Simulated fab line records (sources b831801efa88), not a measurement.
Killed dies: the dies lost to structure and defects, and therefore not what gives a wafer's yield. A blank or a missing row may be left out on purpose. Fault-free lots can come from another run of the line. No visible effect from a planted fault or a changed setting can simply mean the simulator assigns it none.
fab line records	flow sky130	part 2 of 2: steps 30 to 41 of 41
[record] lots = 5	wafers = 15	last-day = 50
route steps=708 shown VT_ADJUST_HVTP@88 VT_ADJUST_LVTN@97 VT_ADJUST_NCORE@119
lots with no fault: from the same line, run without faults
start-h: hours from the record's first day to the start of the lot's first wafer shown	wait-h: hours elapsed since this lot's preceding step	" as in the row above	L1.1+2: a row that stands for several wafers	- value missing, or start not given	* or withheld: withheld	< > ~ a bound
route shown NAME@n: NAME is a module with steps in the file, n the number in the route of the first one	usual: mean/standard deviation taken from wafers without a fault	same: alike in all rows	chamber/n: place in a boat	sites: the reading at each site	_std_site: how widely they spread, as a standard deviation	_edge_site: mean of outer sites minus mean of inner sites	radius-mm: for every site, how far away it sits from the centre of the wafer	mask NAME#n: copy n	behind: the most recent tool/chamber to have shaped the wafer	hold: cause of the lot's hold/its duration in hours/its outcome	device: which transistor (n, p or np) failed to switch	end of line: the same wafers' tests at the end of the route	where a step has no rows: the recipe by itself	killed: not the wafer's yield, but the dies lost to structure and defects at the first sort	map: the dies of a wafer, with x for killed, . for not killed, _ for no die there
set.NAME: the run value of the setting; set.NAME@STEP: its run value at that earlier step	model.NAME: the simulator's own value behind a step, which no gauge read
lots seen at some steps along the route; tables by step, rows by wafer
services: a tool's chamber out of use, with start hour (start-h, from the record's first day; less than 0 if before it), hours out, and reason
[[steps]]
[step SKY_VT_ADJUST_LVTN_STRIP_20]
[recipe] chemistry = O2/N2	power-w = 1400	pressure-mtorr = 1500	platen-temp-c = withheld	o2-flow-sccm = 3000	n2-flow-sccm = 300	overash-fraction = 0.5
[usual] drypump-motor-current-A = 5.6/0.49	oes-product-au = 0.716/0.0046	strip-time-to-endpoint-s = 14.18/0.046
lot.wafer	tool	chamber	start-h	wait-h	drypump-motor-current-A	oes-product-au	rf-hours-counter-h	strip-time-to-endpoint-s
L077.1	plasma-asher-03	0	182.88	0.1	6.1	0.718	37	14.18
L077.4	"	0	"	"	6.1	0.725	-	14.12
L077.5	"	1	"	"	6.0	0.713	-	14.19
L079.1	plasma-asher-04	1	196.02	0.1	6.1	0.721	48	14.21
L079.2	"	0	"	"	4.8	0.715	48	14.23
L079.6	"	0	"	"	4.8	0.722	-	14.23
L088.1	plasma-asher-03	0	259.63	0.1	6.1	0.714	46	14.24
L088.3	"	0	"	"	6.1	0.718	-	14.21
L088.4	"	1	"	"	6.0	0.712	-	14.24
L089.3	plasma-asher-03	1	262.07	0.1	6.0	0.710	-	14.21
L089.4	"	0	"	"	6.1	0.718	-	14.22
L089.6	"	0	"	"	6.1	0.725	-	14.26
L097.2	plasma-asher-03	1	322.33	0.1	6.0	0.717	52	14.20
L097.5	"	1	"	"	6.0	0.716	-	14.21
L097.6	"	0	"	"	6.1	0.713	-	14.19
[step SKY_VT_ADJUST_LVTN_TW_MEAS_21]
[usual] VT_ADJUST_LVTN_2_TW = 186.9/1.7
lot.wafer	tool	chamber	start-h	wait-h	VT_ADJUST_LVTN_2_TW
L077.1	film-metro-02	-	182.98	0.1	189.2
L077.4	"	-	"	"	189.3
L077.5	"	-	"	"	188.2
L079.1	film-metro-03	-	196.12	0.1	183.9
L079.2	"	-	"	"	183.8
L079.6	"	-	"	"	183.6
L088.1	film-metro-02	-	259.73	0.1	188.8
L088.3	"	-	"	"	188.9
L088.4	"	-	"	"	188.1
L089.3	film-metro-03	-	262.15	0.1	186.4
L089.4	"	-	"	"	186.0
L089.6	"	-	"	"	186.4
L097.2	film-metro-01	-	322.44	0.1	187.9
L097.5	"	-	"	"	189.0
L097.6	"	-	"	"	189.0
[step SKY_VT_ADJUST_NCORE_DEHYDRATE_00]
[recipe] temp-c = 200	time-s = 60
[usual] plate-temp-C = 199.99/0.14
lot.wafer	tool	chamber	start-h	wait-h	plate-temp-C
L077.1	litho-track-04	0	193.80	10.8	200.29
L077.4	"	0	"	"	200.00
L077.5	"	0	"	"	200.02
L079.1	litho-track-01	0	206.45	10.3	200.13
L079.2	"	0	"	"	199.89
L079.6	"	0	"	"	199.68
L088.1	litho-track-03	0	271.45	11.7	200.13
L088.3	"	0	"	"	199.95
L088.4	"	0	"	"	199.87
L089.3	litho-track-03	0	274.05	11.9	199.94
L089.4	"	0	"	"	200.10
L089.6	"	0	"	"	199.83
L097.2	litho-track-01	0	334.32	11.9	200.15
L097.5	"	0	"	"	200.17
L097.6	"	0	"	"	200.16
[step SKY_VT_ADJUST_NCORE_HMDS_01]
[recipe] prime-time-s = 60	prime-temp-c = 120
lot.wafer	tool	chamber	start-h	wait-h
L077.1+4+5	litho-track-04	0	193.95	0.1
L079.1+2+6	litho-track-01	0	206.60	0.1
L088.1+3+4	litho-track-03	0	271.60	0.1
L089.3+4+6	litho-track-03	0	274.20	0.1
L097.2+5+6	litho-track-01	0	334.47	0.1
[step SKY_VT_ADJUST_NCORE_COAT_02]
[recipe] resist = NOVOLAK	spin-rpm = 3000	resist-thk-nm = 1140
lot.wafer	tool	chamber	start-h	wait-h
L077.1+4+5	litho-track-04	0	194.10	0.1
L079.1+2+6	litho-track-01	0	206.75	0.1
L088.1+3+4	litho-track-03	0	271.75	0.1
L089.3+4+6	litho-track-03	0	274.35	0.1
L097.2+5+6	litho-track-01	0	334.62	0.1
[step SKY_VT_ADJUST_NCORE_SOFTBAKE_03]
[recipe] temp-c = 90	time-s = 60	resist = NOVOLAK
[usual] plate-temp-C = 90.00/0.13
lot.wafer	tool	chamber	start-h	wait-h	plate-temp-C
L077.1	litho-track-04	0	194.25	0.1	90.03
L077.4	"	0	"	"	90.19
L077.5	"	0	"	"	90.13
L079.1	litho-track-01	0	206.90	0.1	89.91
L079.2	"	0	"	"	89.80
L079.6	"	0	"	"	89.96
L088.1	litho-track-03	0	271.90	0.1	89.64
L088.3	"	0	"	"	89.69
L088.4	"	0	"	"	89.67
L089.3	litho-track-03	0	274.50	0.1	90.00
L089.4	"	0	"	"	89.90
L089.6	"	0	"	"	90.09
L097.2	litho-track-01	0	334.77	0.1	90.14
L097.5	"	0	"	"	89.98
L097.6	"	0	"	"	90.05
[step SKY_VT_ADJUST_NCORE_EXPOSE_04]
[recipe] mask-id = LVTN_COMPLEMENT_THIN	na = 0.6	source-shape = conventional	sigma-outer = 0.6	polarization = unpolarized	target-cd-nm = 380	dose-mj = 139
lot.wafer	tool	chamber	start-h	wait-h	mask
L077.1+4+5	iline-stepper-01	0	-	-	LVTN_COMPLEMENT_THIN#0
L079.1+2+6	iline-stepper-01	0	-	-	LVTN_COMPLEMENT_THIN#0
L088.1+3+4	iline-stepper-02	0	-	-	LVTN_COMPLEMENT_THIN#0
L089.3+4+6	iline-stepper-02	0	-	-	LVTN_COMPLEMENT_THIN#0
L097.2+5+6	iline-stepper-01	0	-	-	LVTN_COMPLEMENT_THIN#0
[step SKY_VT_ADJUST_NCORE_PEB_05]
[recipe] temp-c = withheld	time-s = *	resist = NOVOLAK
lot.wafer	tool	chamber	start-h	wait-h
L077.1+4+5	litho-track-01	0	-	-
L079.1+2+6	litho-track-01	0	-	-
L088.1+3+4	litho-track-03	0	-	-
L089.3+4+6	litho-track-04	0	-	-
L097.2+5+6	litho-track-04	0	-	-
[step SKY_VT_ADJUST_NCORE_DEVELOP_06]
[recipe] resist = NOVOLAK	developer = TMAH	develop-time-s = 60	dev-temp-c = 23
lot.wafer	tool	chamber	start-h	wait-h
L077.1+4+5	litho-track-01	0	205.10	0.1
L079.1+2+6	litho-track-01	0	218.50	0.1
L088.1+3+4	litho-track-03	0	283.70	0.1
L089.3+4+6	litho-track-04	0	286.70	0.1
L097.2+5+6	litho-track-04	0	347.77	0.1
[step SKY_VT_ADJUST_NCORE_CD_MEAS_07]
[recipe] target-cd-nm = 380
[usual] cd-nm = 381.3/2.7
lot.wafer	tool	chamber	start-h	wait-h	cd-nm
L077.1	cd-sem-01	-	205.25	0.1	377.4
L077.4	"	-	"	"	377.7
L077.5	"	-	"	"	378.1
L079.1	cd-sem-01	-	218.65	0.1	384.4
L079.2	"	-	"	"	384.6
L079.6	"	-	"	"	385.8
L088.1	cd-sem-01	-	283.85	0.1	380.6
L088.3	"	-	"	"	380.2
L088.4	"	-	"	"	381.2
L089.3	cd-sem-01	-	286.84	0.1	381.9
L089.4	"	-	"	"	382.4
L089.6	"	-	"	"	382.4
L097.2	cd-sem-02	-	347.92	0.1	381.6
L097.5	"	-	"	"	382.8
L097.6	"	-	"	"	378.9
[step SKY_VT_ADJUST_NCORE_OVL_MEAS_08]
[usual] VT_ADJUST_NCORE_OVL = 0.8/1.4
lot.wafer	tool	chamber	start-h	wait-h	VT_ADJUST_NCORE_OVL[nm]
L077.1	overlay-01	-	205.37	0.1	1.5
L077.4	"	-	"	"	0.8
L077.5	"	-	"	"	2.6
L079.1	overlay-01	-	218.77	0.1	-1.2
L079.2	"	-	"	"	0.1
L079.6	"	-	"	"	2.0
L088.1	overlay-02	-	283.97	0.1	0.5
L088.3	"	-	"	"	2.0
L088.4	"	-	"	"	1.7
L089.3	overlay-02	-	286.93	0.1	1.3
L089.4	"	-	"	"	1.6
L089.6	"	-	"	"	2.9
L097.2	overlay-01	-	348.02	0.1	1.9
L097.5	"	-	"	"	2.7
L097.6	"	-	"	"	1.0
[step SKY_VT_ADJUST_NCORE_IMPLANT_09]
[recipe] species = B	energy-kev = 10	dose-cm2 = 2.4e+12	tilt-deg = withheld
[usual] beam-on-s = 10.00/0.19	faraday-current-uA = 13.55/0.25
lot.wafer	tool	chamber	start-h	wait-h	beam-on-s	faraday-current-uA
L077.1	implanter-02	0	205.40	0.0	9.92	13.59
L077.4	"	0	"	"	9.84	13.78
L077.5	"	0	"	"	10.15	13.37
L079.1	implanter-03	0	218.80	0.0	10.37	13.04
L079.2	"	0	"	"	9.97	13.56
L079.6	"	0	"	"	10.07	13.50
L088.1	implanter-02	0	284.00	0.0	10.56	12.81
L088.3	"	0	"	"	9.78	13.86
L088.4	"	0	"	"	10.02	13.48
L089.3	implanter-01	0	287.00	0.1	9.79	13.88
L089.4	"	0	"	"	9.91	13.67
L089.6	"	0	"	"	10.00	13.53
L097.2	implanter-03	0	348.08	0.0	9.90	13.64
L097.5	"	0	"	"	10.20	13.26
L097.6	"	0	"	"	10.17	13.25
[[services]]
tool	chamber	start-h	hours	kind
implanter-03	-	113.37	3.1	repair
implanter-04	-	118.46	2.3	repair
litho-track-02	-	118.52	-	consumable-replace:filter
implanter-02	-	118.65	2.7	pm
implanter-03	-	123.13	13.2	pm
implanter-04	-	140.04	3.6	pm
iline-stepper-02	-	181.04	1.7	pm
iline-stepper-01	-	182.71	1.7	pm
plasma-asher-03	-	183.27	1.4	repair
plasma-asher-04	-	208.50	11.1	repair
iline-stepper-01	-	217.12	12.4	repair
implanter-02	-	224.02	3.2	repair
implanter-01	-	234.19	1.3	repair
plasma-asher-04	-	239.75	22.9	repair
iline-stepper-01	-	244.36	2.0	repair
implanter-02	-	250.49	2.5	repair
plasma-asher-02	-	256.45	8.2	repair
implanter-03	-	273.87	5.3	pm
implanter-03	-	279.61	2.1	pm
implanter-01	-	281.18	0.5	repair
iline-stepper-02	0	299.54	-	calibration
iline-stepper-01	0	308.77	-	calibration
plasma-asher-02	-	332.42	14.6	pm
plasma-asher-04	-	341.54	10.1	repair
